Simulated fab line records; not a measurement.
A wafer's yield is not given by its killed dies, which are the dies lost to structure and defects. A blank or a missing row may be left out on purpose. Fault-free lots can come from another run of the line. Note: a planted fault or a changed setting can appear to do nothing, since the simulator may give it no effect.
The tool behind it: which one? || flow sky130 || 32 wafers from 11 lots sampled at 5 of the route's 708 steps

WHAT THE GAUGES READ, wafer by wafer
SKY_VIA1_THK_MEAS_01.
{"lot": "L381", "measured": "day 34 15:02", "on": "film metro-01", "VIA1_HDPCVD_THK (nm)": "1014 1024 1020"}
{"lot": "L382", "measured": "day 35 07:32", "on": "film metro-02", "VIA1_HDPCVD_THK (nm)": "1036 1045 1038"}
{"lot": "L387", "measured": "day 35 13:42", "on": "film metro-01", "VIA1_HDPCVD_THK (nm)": "2066 2056 2064"}
{"lot": "L386", "measured": "day 35 17:07", "on": "film metro-02", "VIA1_HDPCVD_THK (nm)": "2036 2024 2012"}
{"lot": "L388", "measured": "day 36 06:55", "on": "film metro-02", "VIA1_HDPCVD_THK (nm)": "1031 1020 1026"}
{"lot": "L389", "measured": "day 36 09:44", "on": "film metro-01", "VIA1_HDPCVD_THK (nm)": "2084 2067 2086"}
{"lot": "L395", "measured": "day 38 05:17", "on": "film metro-02", "VIA1_HDPCVD_THK (nm)": "1016 1015"}
{"lot": "L396", "measured": "day 39 01:59", "on": "film metro-03", "VIA1_HDPCVD_THK (nm)": "1033 1032 1039"}
{"lot": "L397", "measured": "day 39 08:41", "on": "film metro-02", "VIA1_HDPCVD_THK (nm)": "1021 1035 1025"}
{"lot": "L399", "measured": "day 39 12:10", "on": "film metro-01", "VIA1_HDPCVD_THK (nm)": "1043 1042 1044"}
{"lot": "L400", "measured": "day 39 17:26", "on": "film metro-02", "VIA1_HDPCVD_THK (nm)": "1035 1019 1028"}

EACH LOT AND THE TOOL THAT RAN IT (in order: tool; ch and the chambers of the sampled wafers; start)
{"lot": "L381", "SKY_METAL1_SPUTTER_03": "pvd sputter-04, day 33 11:03", "SKY_METAL1_ETCH_18": "rie metal-01 ch 0, day 34 14:01", "SKY_METAL1_STRIP_20": "plasma asher-01 ch 0,1, day 34 14:19", "SKY_VIA1_HDPCVD_00": "hdpcvd-02 ch 1,2, day 34 14:55"}
{"lot": "L382", "SKY_METAL1_SPUTTER_03": "pvd sputter-04, day 34 03:59", "SKY_METAL1_ETCH_18": "rie metal-04 ch 0,1, day 35 06:37", "SKY_METAL1_STRIP_20": "plasma asher-01 ch 0,1, day 35 06:46", "SKY_VIA1_HDPCVD_00": "hdpcvd-02 ch 0,1,2, day 35 07:25"}
{"lot": "L387", "SKY_METAL1_SPUTTER_03": "pvd sputter-03, day 34 10:26", "SKY_METAL1_ETCH_18": "rie metal-04 ch 0,1, day 35 12:23", "SKY_METAL1_STRIP_20": "plasma asher-03 ch 0,1, day 35 12:32", "SKY_VIA1_HDPCVD_00": "hdpcvd-02 ch 1,2, day 35 13:19"}
{"lot": "L386", "SKY_METAL1_SPUTTER_03": "pvd sputter-02, day 34 13:08", "SKY_METAL1_ETCH_18": "rie metal-01 ch 0,1, day 35 15:37", "SKY_METAL1_STRIP_20": "plasma asher-01 ch 0, day 35 15:46", "SKY_VIA1_HDPCVD_00": "hdpcvd-01 ch 1,2, day 35 16:43"}
{"lot": "L388", "SKY_METAL1_SPUTTER_03": "pvd sputter-04, day 35 02:32", "SKY_METAL1_ETCH_18": "rie metal-03 ch 0,1, day 36 05:02", "SKY_METAL1_STRIP_20": "plasma asher-03 ch 0,1, day 36 05:11", "SKY_VIA1_HDPCVD_00": "hdpcvd-01 ch 0,1,2, day 36 06:48"}
{"lot": "L389", "SKY_METAL1_SPUTTER_03": "pvd sputter-03, day 35 05:42", "SKY_METAL1_ETCH_18": "rie metal-01 ch 0,1, day 36 08:23", "SKY_METAL1_STRIP_20": "plasma asher-01 ch 0,1, day 36 08:32", "SKY_VIA1_HDPCVD_00": "hdpcvd-02 ch 0,1,2, day 36 09:18"}
{"lot": "L395", "SKY_METAL1_SPUTTER_03": "pvd sputter-02, day 37 02:50", "SKY_METAL1_ETCH_18": "rie metal-03 ch 0,1, day 38 04:22", "SKY_METAL1_STRIP_20": "plasma asher-03 ch 0,1, day 38 04:31", "SKY_VIA1_HDPCVD_00": "hdpcvd-01 ch 0,1, day 38 05:12"}
{"lot": "L396", "SKY_METAL1_SPUTTER_03": "pvd sputter-04, day 37 23:14", "SKY_METAL1_ETCH_18": "rie metal-01 ch 0,1, day 39 01:05", "SKY_METAL1_STRIP_20": "plasma asher-02 ch 0,1, day 39 01:15", "SKY_VIA1_HDPCVD_00": "hdpcvd-02 ch 0,1, day 39 01:51"}
{"lot": "L397", "SKY_METAL1_SPUTTER_03": "pvd sputter-02, day 38 06:38", "SKY_METAL1_ETCH_18": "rie metal-03 ch 0,1, day 39 07:47", "SKY_METAL1_STRIP_20": "plasma asher-02 ch 0,1, day 39 07:56", "SKY_VIA1_HDPCVD_00": "hdpcvd-02 ch 0,1,2, day 39 08:34"}
{"lot": "L399", "SKY_METAL1_SPUTTER_03": "pvd sputter-03, day 38 10:42", "SKY_METAL1_ETCH_18": "rie metal-03 ch 0, day 39 11:19", "SKY_METAL1_STRIP_20": "plasma asher-01 ch 1, day 39 11:28", "SKY_VIA1_HDPCVD_00": "hdpcvd-02 ch 1,2, day 39 12:04"}
{"lot": "L400", "SKY_METAL1_SPUTTER_03": "pvd sputter-03, day 38 15:05", "SKY_METAL1_ETCH_18": "rie metal-04 ch 0,1, day 39 16:35", "SKY_METAL1_STRIP_20": "plasma asher-01 ch 0,1, day 39 16:44", "SKY_VIA1_HDPCVD_00": "hdpcvd-01 ch 1,2, day 39 17:18"}
- SKY_METAL1_SPUTTER_03: material Ti, target thk 5 nm, time 3.3 s.
- SKY_METAL1_ETCH_18: etches BARC in N2/H2, stops on SiO2, time 45.9 s, target depth 60 nm.
- SKY_METAL1_STRIP_20: strips in O2/N2.
- SKY_VIA1_HDPCVD_00: deposits SiO2, target thk 1030 nm, time 171.7 s.

WHAT THE TOOLS THEMSELVES READ (means of the sampled wafers that have a number; where no wafer has one, the mark that the record gives instead)
SKY_METAL1_SPUTTER_03.
{"lot": "L381", "tool": "pvd sputter-04", "chamber pressure pa (Pa)": 0.4002, "throttle valve pct (%)": 30.0}
{"lot": "L382", "tool": "pvd sputter-04", "chamber pressure pa (Pa)": 0.3998, "throttle valve pct (%)": 29.9}
{"lot": "L387", "tool": "pvd sputter-03", "chamber pressure pa (Pa)": 0.4003, "throttle valve pct (%)": 29.2}
{"lot": "L386", "tool": "pvd sputter-02", "chamber pressure pa (Pa)": 0.4001, "throttle valve pct (%)": 30.7}
{"lot": "L388", "tool": "pvd sputter-04", "chamber pressure pa (Pa)": 0.3994, "throttle valve pct (%)": 30.2}
{"lot": "L389", "tool": "pvd sputter-03", "chamber pressure pa (Pa)": 0.4001, "throttle valve pct (%)": 29.4}
{"lot": "L395", "tool": "pvd sputter-02", "chamber pressure pa (Pa)": 0.4009, "throttle valve pct (%)": 30.6}
{"lot": "L396", "tool": "pvd sputter-04", "chamber pressure pa (Pa)": 0.3991, "throttle valve pct (%)": 30.1}
{"lot": "L397", "tool": "pvd sputter-02", "chamber pressure pa (Pa)": 0.3998, "throttle valve pct (%)": 30.8}
{"lot": "L399", "tool": "pvd sputter-03", "chamber pressure pa (Pa)": 0.3997, "throttle valve pct (%)": 29.3}
{"lot": "L400", "tool": "pvd sputter-03", "chamber pressure pa (Pa)": 0.4000, "throttle valve pct (%)": 29.9}

SKY_METAL1_ETCH_18.
{"lot": "L381", "tool": "rie metal-01", "drypump motor current A (A)": 6.3, "oes product au (a.u.)": 0.847, "throttle valve pct (%)": 13.221}
{"lot": "L382", "tool": "rie metal-04", "drypump motor current A (A)": 5.6, "oes product au (a.u.)": 0.855, "throttle valve pct (%)": 13.229}
{"lot": "L387", "tool": "rie metal-04", "drypump motor current A (A)": 5.6, "oes product au (a.u.)": 0.855, "throttle valve pct (%)": 13.225}
{"lot": "L386", "tool": "rie metal-01", "drypump motor current A (A)": 6.4, "oes product au (a.u.)": 0.857, "throttle valve pct (%)": 13.222}
{"lot": "L388", "tool": "rie metal-03", "drypump motor current A (A)": 5.3, "oes product au (a.u.)": 0.852, "throttle valve pct (%)": 13.221}
{"lot": "L389", "tool": "rie metal-01", "drypump motor current A (A)": 6.5, "oes product au (a.u.)": 0.857, "throttle valve pct (%)": 13.220}
{"lot": "L395", "tool": "rie metal-03", "drypump motor current A (A)": 5.3, "oes product au (a.u.)": 0.856, "throttle valve pct (%)": 13.215}
{"lot": "L396", "tool": "rie metal-01", "drypump motor current A (A)": 6.4, "oes product au (a.u.)": 0.856, "throttle valve pct (%)": 13.227}
{"lot": "L397", "tool": "rie metal-03", "drypump motor current A (A)": 5.3, "oes product au (a.u.)": 0.858, "throttle valve pct (%)": 13.223}
{"lot": "L399", "tool": "rie metal-03", "drypump motor current A (A)": 5.2, "oes product au (a.u.)": 0.854, "throttle valve pct (%)": 13.221}
{"lot": "L400", "tool": "rie metal-04", "drypump motor current A (A)": 5.6, "oes product au (a.u.)": 0.855, "throttle valve pct (%)": 13.220}

SKY_METAL1_STRIP_20.
{"lot": "L381", "tool": "plasma asher-01", "drypump motor current A (A)": 5.8, "oes product au (a.u.)": 0.340, "strip time to endpoint s (s)": 2.674}
{"lot": "L382", "tool": "plasma asher-01", "drypump motor current A (A)": 5.7, "oes product au (a.u.)": 0.341, "strip time to endpoint s (s)": 2.701}
{"lot": "L387", "tool": "plasma asher-03", "drypump motor current A (A)": 6.1, "oes product au (a.u.)": 0.346, "strip time to endpoint s (s)": 2.692}
{"lot": "L386", "tool": "plasma asher-01", "drypump motor current A (A)": 5.6, "oes product au (a.u.)": 0.349, "strip time to endpoint s (s)": 2.712}
{"lot": "L388", "tool": "plasma asher-03", "drypump motor current A (A)": 6.1, "oes product au (a.u.)": 0.345, "strip time to endpoint s (s)": 2.703}
{"lot": "L389", "tool": "plasma asher-01", "drypump motor current A (A)": 5.7, "oes product au (a.u.)": 0.339, "strip time to endpoint s (s)": 2.705}
{"lot": "L395", "tool": "plasma asher-03", "drypump motor current A (A)": 6.0, "oes product au (a.u.)": 0.344, "strip time to endpoint s (s)": 2.700}
{"lot": "L396", "tool": "plasma asher-02", "drypump motor current A (A)": 5.6, "oes product au (a.u.)": 0.346, "strip time to endpoint s (s)": 2.709}
{"lot": "L397", "tool": "plasma asher-02", "drypump motor current A (A)": 5.6, "oes product au (a.u.)": 0.341, "strip time to endpoint s (s)": 2.684}
{"lot": "L399", "tool": "plasma asher-01", "drypump motor current A (A)": 5.9, "oes product au (a.u.)": 0.343, "strip time to endpoint s (s)": 2.648}
{"lot": "L400", "tool": "plasma asher-01", "drypump motor current A (A)": 5.7, "oes product au (a.u.)": 0.345, "strip time to endpoint s (s)": 2.682}

THE ANSWER, worked out from the rows above alone
Rule: usual is defined by the lots themselves. Put in order of their means at a reading, lots are off if they are a third of the lots or fewer, leave a main group of 4 or more, and stand apart from it by a gap of 3 or more times the standard deviation of the main group's means; of several such gaps the widest counts. The tables above print the reading to a certain number of digits; a main group whose means all agree to those digits is not used. A lot without any number at a reading at which 4 lots or more have one is off too. All remaining lots with rows at the step are treated as sound. Order of review: gauges by route order, followed by the tools' own readings, for which a lot's mean as printed above is used. At the first step where some lot is off, the reading lying furthest off is the one used; lots without a number count as furthest.
Off: L387, L386, L389, at SKY_VIA1_THK_MEAS_01 (VIA1_HDPCVD_THK). For the main group the mean is 1029 nm and the standard deviation 8.9.
A tool fits if, at a process step before that reading, it ran every lot that is off, and no sound lot after the first of them. Gauges at SKY_VIA1_THK_MEAS_01: tried the same way as those tools. None of those tried fits.

WHAT THE SIMULATOR PUT IN
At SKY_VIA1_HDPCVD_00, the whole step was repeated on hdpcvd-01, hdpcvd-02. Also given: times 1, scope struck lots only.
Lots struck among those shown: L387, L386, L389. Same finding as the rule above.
